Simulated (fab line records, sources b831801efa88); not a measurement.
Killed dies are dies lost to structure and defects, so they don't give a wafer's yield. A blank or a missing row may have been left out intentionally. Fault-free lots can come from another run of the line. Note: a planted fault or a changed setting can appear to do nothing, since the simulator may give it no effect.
The same fault as seen by 2 desks -- flow sky130 -- only its own numbers are on each desk; what lay behind them is given at the end

== THE METROLOGY DESK ==
What the gauges read for every lot (on any tool): the sampled wafers with a number, averaged. Marked OUT: a lot whose mean sits more than 4 standard deviations from the usual mean, which makes it out of limits; the brackets give that distance.
Columns: A = METAL5_ALCU_RS at SKY_METAL5_RS_MEAS_05, usual 0.0269 ohm/sq; B = PASSIVATION_CVD_02_THK at SKY_PASSIVATION_THK_MEAS_03, usual 540 nm
lot,first seen here,A,B
L712,day 42 22:17,0.0272,543
L713,day 44 01:29,0.0270,535
L716,day 44 05:12,0.0271,542
L717,day 44 11:27,0.0269,534
L718,day 44 12:23,0.0272,539
L719,day 44 23:34,0.0270,535
L721,day 45 13:04,0.0271,545
L722,day 45 17:06,0.0270,543
L723,day 46 08:46,0.0263,540
L724,day 46 11:59,0.0270,541
L728,day 47 12:05,0.0269,545
L730,day 47 20:27,0.0264,543
This desk's finding: nothing out of limits on any of the 12 lots.

== THE TOOL OWNER'S DESK: plasmaAsher-01 ==
The tool's own readings at SKY_FIELD_ISO_STRIP_16 (strips in O2/N2): means of the sampled wafers that have a number, for each lot that ran on this tool. Marked OUT: a lot whose mean sits more than 4 standard deviations from the usual mean, which makes it out of limits; the brackets give that distance.
Columns: A = drypumpMotorCurrentA at SKY_FIELD_ISO_STRIP_16, usual 6.0 A; B = oesProductAu at SKY_FIELD_ISO_STRIP_16, usual 0.378 a.u.; C = stripTimeToEndpointS at SKY_FIELD_ISO_STRIP_16, usual 3.54 s
lot,first seen here,A,B,C
L712,day 2 08:47,5.9,0.377,3.55
L713,day 2 18:22,5.9,0.377,3.52
L716,day 3 01:46,5.9,0.378,3.56
L718,day 3 10:37,5.9,0.377,3.55
L722,day 4 08:10,5.9,0.380,3.56
L723,day 4 12:58,5.9,0.378,3.53
L724,day 4 18:59,5.9,0.372,3.53
L730,day 6 02:38,5.9,0.380,3.54
This desk's finding: nothing out of limits on any of the 8 lots.

== PUT TOGETHER ==
The metrology desk saw nothing out of limits.
Nothing out of limits was seen by the tool owner's desk.

== WHAT THE SIMULATOR HAD INSERTED ==
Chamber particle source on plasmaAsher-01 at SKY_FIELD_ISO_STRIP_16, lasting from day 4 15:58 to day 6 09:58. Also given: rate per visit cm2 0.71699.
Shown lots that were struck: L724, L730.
